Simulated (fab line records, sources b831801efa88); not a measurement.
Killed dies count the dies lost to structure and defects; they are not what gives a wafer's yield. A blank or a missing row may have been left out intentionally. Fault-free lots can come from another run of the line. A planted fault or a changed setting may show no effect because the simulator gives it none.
The tool behind it: which one? :: flow sfq-line :: 45 wafers from 15 lots sampled at 4 of the route's 325 steps

WHAT EACH GAUGE READ, for each wafer
SFQ_I2_BOW_MEAS_917.
lot: L145
measured: day 19 20:52
on: film-metro-01
I2_BOW (um): 4 10 -5

lot: L146
measured: day 20 10:39
on: film-metro-02
I2_BOW (um): -3 4 7

lot: L147
measured: day 20 20:53
on: film-metro-03
I2_BOW (um): 7 -4 -6

lot: L151
measured: day 22 08:45
on: film-metro-01
I2_BOW (um): -9 -6 -10

lot: L153
measured: day 23 06:46
on: film-metro-01
I2_BOW (um): 23 9 18

lot: L154
measured: day 24 18:47
on: film-metro-02
I2_BOW (um): 0 11 -1

lot: L155
measured: day 25 00:46
on: film-metro-02
I2_BOW (um): 15 3 21

lot: L156
measured: day 25 06:49
on: film-metro-03
I2_BOW (um): 7 14 14

lot: L160
measured: day 26 09:47
on: film-metro-02
I2_BOW (um): 8 16 11

lot: L162
measured: day 27 00:46
on: film-metro-01
I2_BOW (um): 10 0 13

lot: L163
measured: day 27 09:47
on: film-metro-02
I2_BOW (um): -12 18 3

lot: L164
measured: day 27 12:49
on: film-metro-02
I2_BOW (um): 6 -6 -1

lot: L165
measured: day 27 17:41
on: film-metro-01
I2_BOW (um): 0 1 4

lot: L167
measured: day 28 06:46
on: film-metro-01
I2_BOW (um): 1 3 -13

lot: L168
measured: day 28 11:41
on: film-metro-03
I2_BOW (um): 16 10 3

SFQ_I3_OVL_MEAS_923.
lot: L145
measured: day 30 00:13
on: overlay-01
I3_OVL (nm): -3 3 -2

lot: L146
measured: day 30 09:48
on: overlay-01
I3_OVL (nm): 0 -5 3

lot: L147
measured: day 30 19:24
on: overlay-01
I3_OVL (nm): -6 -2 -7

lot: L151
measured: day 32 13:04
on: overlay-02
I3_OVL (nm): 2 -3 -5

lot: L153
measured: day 34 00:25
on: overlay-01
I3_OVL (nm): 2 2 6

lot: L154
measured: day 35 13:37
on: overlay-02
I3_OVL (nm): -1 -2 -4

lot: L155
measured: day 35 22:01
on: overlay-01
I3_OVL (nm): 7 -1 -1

lot: L156
measured: day 36 04:01
on: overlay-02
I3_OVL (nm): -3 -2 -2

lot: L160
measured: day 38 19:55
on: overlay-02
I3_OVL (nm): 2 0 -3

lot: L162
measured: day 39 19:22
on: overlay-02
I3_OVL (nm): -5 0 -8

lot: L163
measured: day 40 07:22
on: overlay-02
I3_OVL (nm): 6 9 8

lot: L164
measured: day 40 14:35
on: overlay-02
I3_OVL (nm): 5 0 1

lot: L165
measured: day 40 21:46
on: overlay-02
I3_OVL (nm): -6 -4 -2

lot: L167
measured: day 41 06:10
on: overlay-02
I3_OVL (nm): 1 2 0

lot: L168
measured: day 41 08:34
on: overlay-02
I3_OVL (nm): -8 -8 -8

EACH LOT AND THE TOOL THAT RAN IT (in order: tool; ch and the chambers of the sampled wafers; start)
lot: L145
SFQ_TRILAYER_I3_DEP_PECVD_081: pecvd-03 ch 0,2, day 27 16:48
SFQ_TRILAYER_I3_METRO_MEASURE_083: film-metro-04, day 28 01:04

lot: L146
SFQ_TRILAYER_I3_DEP_PECVD_081: pecvd-03 ch 0,1,2, day 28 01:12
SFQ_TRILAYER_I3_METRO_MEASURE_083: film-metro-04, day 28 08:48

lot: L147
SFQ_TRILAYER_I3_DEP_PECVD_081: pecvd-04 ch 0,1, day 28 08:24
SFQ_TRILAYER_I3_METRO_MEASURE_083: film-metro-04, day 28 17:48

lot: L151
SFQ_TRILAYER_I3_DEP_PECVD_081: pecvd-01 ch 0,1, day 29 15:36
SFQ_TRILAYER_I3_METRO_MEASURE_083: film-metro-02, day 30 09:12

lot: L153
SFQ_TRILAYER_I3_DEP_PECVD_081: pecvd-01 ch 0,1,2, day 30 15:36
SFQ_TRILAYER_I3_METRO_MEASURE_083: film-metro-04, day 31 10:47

lot: L154
SFQ_TRILAYER_I3_DEP_PECVD_081: pecvd-01 ch 0,1,2, day 32 03:42
SFQ_TRILAYER_I3_METRO_MEASURE_083: film-metro-04, day 33 02:49

lot: L155
SFQ_TRILAYER_I3_DEP_PECVD_081: pecvd-03 ch 0,2, day 32 11:39
SFQ_TRILAYER_I3_METRO_MEASURE_083: film-metro-04, day 33 11:37

lot: L156
SFQ_TRILAYER_I3_DEP_PECVD_081: pecvd-01 ch 0,1,2, day 32 15:17
SFQ_TRILAYER_I3_METRO_MEASURE_083: film-metro-04, day 33 17:11

lot: L160
SFQ_TRILAYER_I3_DEP_PECVD_081: pecvd-04 ch 1,2, day 34 03:50
SFQ_TRILAYER_I3_METRO_MEASURE_083: film-metro-01, day 35 04:59

lot: L162
SFQ_TRILAYER_I3_DEP_PECVD_081: pecvd-04 ch 0,1,2, day 34 20:46
SFQ_TRILAYER_I3_METRO_MEASURE_083: film-metro-02, day 35 20:41

lot: L163
SFQ_TRILAYER_I3_DEP_PECVD_081: pecvd-01 ch 0,1, day 35 01:24
SFQ_TRILAYER_I3_METRO_MEASURE_083: film-metro-02, day 36 04:59

lot: L164
SFQ_TRILAYER_I3_DEP_PECVD_081: pecvd-04 ch 0,1,2, day 35 04:37
SFQ_TRILAYER_I3_METRO_MEASURE_083: film-metro-02, day 36 09:05

lot: L165
SFQ_TRILAYER_I3_DEP_PECVD_081: pecvd-01 ch 1,2, day 35 11:00
SFQ_TRILAYER_I3_METRO_MEASURE_083: film-metro-01, day 36 13:35

lot: L167
SFQ_TRILAYER_I3_DEP_PECVD_081: pecvd-04 ch 1,2, day 35 18:12
SFQ_TRILAYER_I3_METRO_MEASURE_083: film-metro-01, day 36 19:47

lot: L168
SFQ_TRILAYER_I3_DEP_PECVD_081: pecvd-01 ch 0,2, day 35 20:36
SFQ_TRILAYER_I3_METRO_MEASURE_083: film-metro-04, day 36 22:35
- SFQ_TRILAYER_I3_DEP_PECVD_081: deposits SiO2 from SiH4/N2O, time 111.11 s, target thk 500 nm.
- SFQ_TRILAYER_I3_METRO_MEASURE_083

AS READ BY THE TOOLS THEMSELVES (means over the sampled wafers that have a number; for cases with no such wafer, the mark the record gives instead)
SFQ_TRILAYER_I3_DEP_PECVD_081.
lot: L145
tool: pecvd-03
chamber-pressure-Torr (Torr): 2.402
heater-power-outer-w (W): 31
heater-power-w (W): 94
throttle-valve-pct (%): 28.3

lot: L146
tool: pecvd-03
chamber-pressure-Torr (Torr): 2.401
heater-power-outer-w (W): 36
heater-power-w (W): 99
throttle-valve-pct (%): 27.2

lot: L147
tool: pecvd-04
chamber-pressure-Torr (Torr): 2.402
heater-power-outer-w (W): 25
heater-power-w (W): 82
throttle-valve-pct (%): 23.4

lot: L151
tool: pecvd-01
chamber-pressure-Torr (Torr): 2.397
heater-power-outer-w (W): 20
heater-power-w (W): 70
throttle-valve-pct (%): 23.8

lot: L153
tool: pecvd-01
chamber-pressure-Torr (Torr): 2.398
heater-power-outer-w (W): 30
heater-power-w (W): 80
throttle-valve-pct (%): 23.4

lot: L154
tool: pecvd-01
chamber-pressure-Torr (Torr): -
heater-power-outer-w (W): -
heater-power-w (W): -
throttle-valve-pct (%): -

lot: L155
tool: pecvd-03
chamber-pressure-Torr (Torr): -
heater-power-outer-w (W): -
heater-power-w (W): -
throttle-valve-pct (%): -

lot: L156
tool: pecvd-01
chamber-pressure-Torr (Torr): -
heater-power-outer-w (W): -
heater-power-w (W): -
throttle-valve-pct (%): -

lot: L160
tool: pecvd-04
chamber-pressure-Torr (Torr): 2.398
heater-power-outer-w (W): 28
heater-power-w (W): 86
throttle-valve-pct (%): 23.3

lot: L162
tool: pecvd-04
chamber-pressure-Torr (Torr): 2.405
heater-power-outer-w (W): 28
heater-power-w (W): 85
throttle-valve-pct (%): 23.6

lot: L163
tool: pecvd-01
chamber-pressure-Torr (Torr): 2.396
heater-power-outer-w (W): 19
heater-power-w (W): 68
throttle-valve-pct (%): 24.0

lot: L164
tool: pecvd-04
chamber-pressure-Torr (Torr): 2.405
heater-power-outer-w (W): 24
heater-power-w (W): 80
throttle-valve-pct (%): 23.6

lot: L165
tool: pecvd-01
chamber-pressure-Torr (Torr): 2.397
heater-power-outer-w (W): 30
heater-power-w (W): 84
throttle-valve-pct (%): 22.9

lot: L167
tool: pecvd-04
chamber-pressure-Torr (Torr): 2.395
heater-power-outer-w (W): 34
heater-power-w (W): 99
throttle-valve-pct (%): 24.2

lot: L168
tool: pecvd-01
chamber-pressure-Torr (Torr): 2.400
heater-power-outer-w (W): 29
heater-power-w (W): 77
throttle-valve-pct (%): 23.6

THE ANSWER, worked out from the rows above alone
Rule: usual is defined by the lots themselves. Put in order of their means at a reading, lots are off if they are a third of the lots or fewer, leave a main group of 4 or more, and stand apart from it by a gap of 3 or more times the standard deviation of the main group's means; of several such gaps the widest counts. The tables above print the reading to a certain number of digits; a main group whose means all agree to those digits is not used. Also off: a lot with no number at a reading for which 4 or more lots have one. Where the step has rows for the other lots, those lots are counted as sound. First the gauges in route order, then the tools' own readings, where a lot's mean is used as printed above. At the first step where some lot is off, the reading lying furthest off is the one used; lots without a number count as furthest.
Off, at SFQ_TRILAYER_I3_DEP_PECVD_081 on chamber-pressure-Torr: L154, L155, L156. Without a number there: L154, L155, L156. For the main group the mean is 2.400 Torr and the standard deviation 0.0032.
A tool fits if, at that step or a process step before it, it ran every lot that is off, and no sound lot after the first of them. None of those tried fits.

WHAT THE SIMULATOR HAD INSERTED
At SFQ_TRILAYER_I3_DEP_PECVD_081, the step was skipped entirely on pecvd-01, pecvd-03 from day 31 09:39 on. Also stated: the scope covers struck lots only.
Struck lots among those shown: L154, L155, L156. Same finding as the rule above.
